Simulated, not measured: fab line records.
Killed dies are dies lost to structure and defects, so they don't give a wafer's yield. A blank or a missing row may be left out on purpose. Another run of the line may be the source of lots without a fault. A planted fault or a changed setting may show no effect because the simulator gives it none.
fab line records	flow sky130
[record] lots = 6	wafers = 16	lastDay = 50
route steps=708 shown VIA2@509
lots untouched by any fault: they come from a run of this same line in which no faults occurred
startH: the number of hours between the record's first day and the start of the first shown wafer of the lot	waitH: hours elapsed since this lot's preceding step	" as in the row above	L1.1+2: several wafers, shown together as one row	- value missing, or start not given	* or withheld: withheld	< > ~ a bound
route shown NAME@n: a module of which the file shows steps, and the number in the route of the first	usual: average and standard deviation across the fault-free wafers	same: alike in all rows	chamber/n: place in a boat	sites: the reading at each site	_std_site: their standard deviation	_edge_site: the outer-site mean with the inner-site mean subtracted	radiusMm: how far each site lies from the wafer's centre	mask NAME#n: copy n	behind: the most recent tool/chamber to have shaped the wafer	hold: what put the lot on hold/how long, in hours/how the hold closed	device: the n, p or np transistor that did not switch	end of line: the route-end tests of the same wafers	for a step that has no rows: nothing shown but its recipe	killed: dies that structure and defects cost at the first sort, which is not the same as the wafer's yield	map: the dies of a wafer, with x for killed, . for not killed, _ for no die there
set.NAME: setting as actually run; set.NAME@STEP: the setting as run at that earlier step	model.NAME: the simulator's own value behind a step, which no gauge read
lots at selected steps of the route; one table per step, one row per wafer
services: from which hour (startH, from the record's first day; less than 0 if before it) a tool's chamber was out of use, for how many hours, and why
[[steps]]
[step SKY_VIA2_CMP_02]
[recipe] material = SiO2	downForcePsi = 4	platenRpm = 60	padVelocityMS = 0.94248
[usual] edgeZonePressureFrac = 1.001/0.0051	motorCurrentA = 12.6/2.1
lot.wafer	tool	chamber	startH	waitH	edgeZonePressureFrac	motorCurrentA
L538.2	cmp-02	3	837.93	0.0	1.005	13.9
L538.1	"	0	"	"	0.998	12.1
L538.5	"	3	"	"	1.003	14.0
L547.1	cmp-01	0	896.82	0.1	1.008	10.6
L547.2	"	1	"	"	0.992	10.6
L547.4	"	2	"	"	1.003	16.8
L548.2	cmp-01	2	908.49	0.1	0.994	16.6
L548.3	"	3	"	"	1.002	13.1
L548.5	"	1	"	"	1.002	10.6
L554.4	cmp-02	1	938.94	0.0	0.996	14.5
L554.2	"	3	"	"	1.005	14.2
L557.3	cmp-01	2	960.32	0.1	1.007	16.5
L557.4	"	0	"	"	1.004	10.7
L560.3	cmp-01	2	980.07	0.1	1.000	17.1
L560.5	"	1	"	"	1.008	10.8
L560.6	"	2	"	"	1.007	16.6
[step SKY_VIA2_BOW_MEAS_03]
[recipe] mode = bow
[usual] VIA2_BOW = 86/6.9
lot.wafer	tool	chamber	startH	waitH	VIA2_BOW[um]
L538.1	filmMetro-02	-	838.23	0.2	96
L538.2	"	-	"	"	93
L538.5	"	-	"	"	99
L547.1	filmMetro-02	-	897.12	0.2	82
L547.2	"	-	"	"	88
L547.4	"	-	"	"	79
L548.2	filmMetro-02	-	908.71	0.2	81
L548.3	"	-	"	"	83
L548.5	"	-	"	"	90
L554.2	filmMetro-01	-	939.26	0.2	79
L554.4	"	-	"	"	82
L557.3	filmMetro-01	-	960.61	0.2	91
L557.4	"	-	"	"	88
L560.3	filmMetro-04	-	980.36	0.2	85
L560.5	"	-	"	"	75
L560.6	"	-	"	"	98
[step SKY_VIA2_DEHYDRATE_04]
[recipe] tempC = 200	timeS = 60
[step SKY_VIA2_HMDS_05]
[recipe] primeTimeS = 60	primeTempC = 120
[step SKY_VIA2_COAT_06]
[recipe] resist = BARC	tempC = withheld	timeS = withheld	spinRpm = 3000	resistThkNm = 60
[step SKY_VIA2_COAT_07]
[recipe] resist = KrF-thick	spinRpm = 3000	resistThkNm = 450
[step SKY_VIA2_SOFTBAKE_08]
[recipe] tempC = 100	timeS = 90	resist = KrF-thick
[step SKY_VIA2_EXPOSE_09]
[recipe] maskId = VIM2	na = 0.8	sourceShape = annular	sigmaInner = 0.55	sigmaOuter = 0.85	targetCdNm = 200	doseMj = 38
[step SKY_VIA2_PEB_10]
[recipe] pebTempC = withheld	pebTimeS = withheld	resist = KrF-thick
[step SKY_VIA2_DEVELOP_11]
[recipe] developTimeS = 60	resist = KrF-thick	devTempC = 21
[step SKY_VIA2_CD_MEAS_12]
[recipe] targetCdNm = 200
[usual] cdNm = 200.3/1.6
lot.wafer	tool	chamber	startH	waitH	cdNm
L538.1	cdSem-01	-	863.78	-	198.9
L538.2	"	-	"	"	198.8
L538.5	"	-	"	"	199.7
L547.1	cdSem-02	-	921.26	-	200.4
L547.2	"	-	"	"	199.7
L547.4	"	-	"	"	200.5
L548.2	cdSem-01	-	933.43	-	197.5
L548.3	"	-	"	"	198.5
L548.5	"	-	"	"	198.9
L554.2	cdSem-02	-	962.81	-	199.2
L554.4	"	-	"	"	198.6
L557.3	cdSem-01	-	984.35	-	202.7
L557.4	"	-	"	"	203.8
L560.3	cdSem-01	-	1004.03	-	200.8
L560.5	"	-	"	"	199.9
L560.6	"	-	"	"	198.8
[step SKY_VIA2_OVL_MEAS_13]
[usual] VIA2_OVL = 1/5.6
lot.wafer	tool	chamber	startH	waitH	VIA2_OVL[nm]
L538.1	overlay-01	-	863.90	0.1	7
L538.2	"	-	"	"	10
L538.5	"	-	"	"	-2
L547.1	overlay-02	-	921.38	0.1	6
L547.2	"	-	"	"	-1
L547.4	"	-	"	"	9
L548.2	overlay-01	-	933.54	0.1	5
L548.3	"	-	"	"	-1
L548.5	"	-	"	"	5
L554.2	overlay-02	-	962.92	0.1	-2
L554.4	"	-	"	"	8
L557.3	overlay-01	-	984.44	0.1	-7
L557.4	"	-	"	"	9
L560.3	overlay-02	-	1004.12	0.1	0
L560.5	"	-	"	"	-2
L560.6	"	-	"	"	4
[step SKY_VIA2_ETCH_14]
[recipe] chemistry = N2/H2	target = BARC	ionEnergyEv = 200	sourceW = 500	biasW = 100	pressureMtorr = 30	n2FlowSccm = 100	h2FlowSccm = 200	stopOn = SiO2	timeS = 45.9	targetDepthA = 600
[usual] drypumpMotorCurrentA = 5.9/0.45	oesProductAu = 0.854/0.0042	runLengthS = 74.2/0.33	throttleValvePct = 13.225/0.0086
lot.wafer	tool	chamber	startH	waitH	drypumpMotorCurrentA	oesProductAu	rfHoursCounterH	runLengthS	throttleValvePct	model.KrF-thick_of_VIA2_COAT_07.thkNm
L538.1	rieDiel-04	3	863.94	0.0	5.3	0.854	10	74.1	13.220	391.9
L538.2	"	0	"	"	6.3	0.854	11	74.6	13.225	393.4
L538.5	"	3	"	"	5.2	0.855	-	74.1	13.235	392.6
L547.1	rieDiel-02	0	921.41	0.0	6.0	0.860	7	74.9	13.218	392.9
L547.2	"	2	"	"	5.4	0.861	23	74.2	13.222	394.6
L547.4	"	1	"	"	5.9	0.859	6	74.2	13.212	391.9
L548.2	rieDiel-04	2	933.57	0.0	5.7	0.850	16	74.1	13.221	391.2
L548.3	"	1	"	"	6.5	0.858	9	74.9	13.215	391.3
L548.5	"	0	"	"	6.4	0.846	-	74.0	13.227	394.1
L554.2	rieDiel-04	3	962.95	0.0	5.2	0.926	12	70.8	13.230	395.7
L554.4	"	0	"	"	6.4	0.850	13	74.0	13.236	393
L557.3	rieDiel-04	1	984.47	0.0	6.5	0.923	10	71.4	13.227	394.1
L557.4	"	0	"	"	6.4	0.854	14	74.2	13.221	390.8
L560.3	rieDiel-02	3	1004.15	0.0	6.1	0.852	27	73.7	13.240	389.8
L560.5	"	2	"	"	5.4	0.844	-	73.6	13.223	390.1
L560.6	"	3	"	"	6.2	0.854	-	74.0	13.214	391.4
[step SKY_VIA2_ETCH_15]
[recipe] target = SiO2	chemistry = C4F8/O2/Ar	targetDepthNm = 546	stopOn = TiN	maskMaterial = KrF-thick	sourceW = 1500	biasW = 1200	pressureMtorr = 40	c4f8FlowSccm = withheld	O2_flow_sccm = 6	Ar_flow_sccm = 300	timeS = 84
[usual] oesProductAu = 0.940/0.0047	runLengthS = 112.3/0.37
lot.wafer	tool	chamber	startH	waitH	oesProductAu	rfHoursCounterH	runLengthS
L538.1	rieDiel-04	3	863.98	0.0	0.934	10	112.3
L538.2	"	0	"	"	0.940	11	112.1
L538.5	"	3	"	"	0.941	-	112.5
L547.1	rieDiel-02	0	921.46	0.0	0.947	7	112.8
L547.2	"	2	"	"	0.937	23	111.5
L547.4	"	1	"	"	0.939	6	112.2
L548.2	rieDiel-04	2	933.61	0.0	0.941	16	112.0
L548.3	"	1	"	"	0.936	9	113.1
L548.5	"	0	"	"	0.939	-	112.4
L554.2	rieDiel-04	3	962.99	0.0	0.940	12	112.6
L554.4	"	0	"	"	0.947	13	112.1
L557.3	rieDiel-04	1	984.51	0.0	0.943	10	113.5
L557.4	"	0	"	"	0.942	14	112.3
L560.3	rieDiel-02	3	1004.19	0.0	0.942	27	112.3
L560.5	"	2	"	"	0.935	-	111.6
L560.6	"	3	"	"	0.941	-	112.1
[[services]]
tool	chamber	startH	hours	kind
rieDiel-04	-	843.61	1.6	repair
cmp-01	-	860.38	0.3	repair
rieDiel-04	2	867.99	9.0	repair
rieDiel-04	1	873.05	6.6	repair
rieDiel-02	2	875.45	4.0	repair
cmp-01	-	884.03	6.3	pm
rieDiel-04	2	884.98	3.1	repair
cmp-02	-	903.55	0.6	repair
cmp-01	-	912.46	4.0	pm
cmp-01	-	916.46	-	consumableReplace:conditioner
cmp-01	-	916.46	-	consumableReplace:pad
cmp-01	-	937.22	11.2	pm
rieDiel-02	-	939.32	2.8	pm
rieDiel-02	3	958.98	3.9	repair
cmp-02	-	976.79	14.1	pm
rieDiel-02	1	987.06	4.1	repair
cmp-02	-	990.93	4.3	pm
rieDiel-02	1	992.92	3.9	repair
[[key]]
[firstSign] step = SKY_VIA2_ETCH_14	reading = oesProductAu	direction = up	sigmas = 17	usual = 0.854	struck = 0.924
[effect] step = SKY_VIA2_ETCH_14	reading = runLengthS	direction = down	sigmas = 9.2	usual = *	struck = *
[modelEffect] step = SKY_VIA2_ETCH_14	value = KrF-thick_of_VIA2_COAT_07.thkNm	without = 391.6	struck = 394.9
metAt SKY_VIA2_ETCH_14
struckWafers L554.2,L557.3
sortLeftOut L554.2,L557.3
onsetBetween 933.57 962.95
[fault] kind = processParameterDrift	tool = rieDiel-04	chamber = -	onsetH = 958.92	steps = SKY_VIA2_ETCH_14	channel = timeS	offset = *	shape = step	endH = 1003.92	scope = struckWafersOnly	actsIn = *	stated = *
// sortLeftOut: the simulated sort isn't trusted on such a fault, so these wafers' sort isn't shown, and their yield isn't known
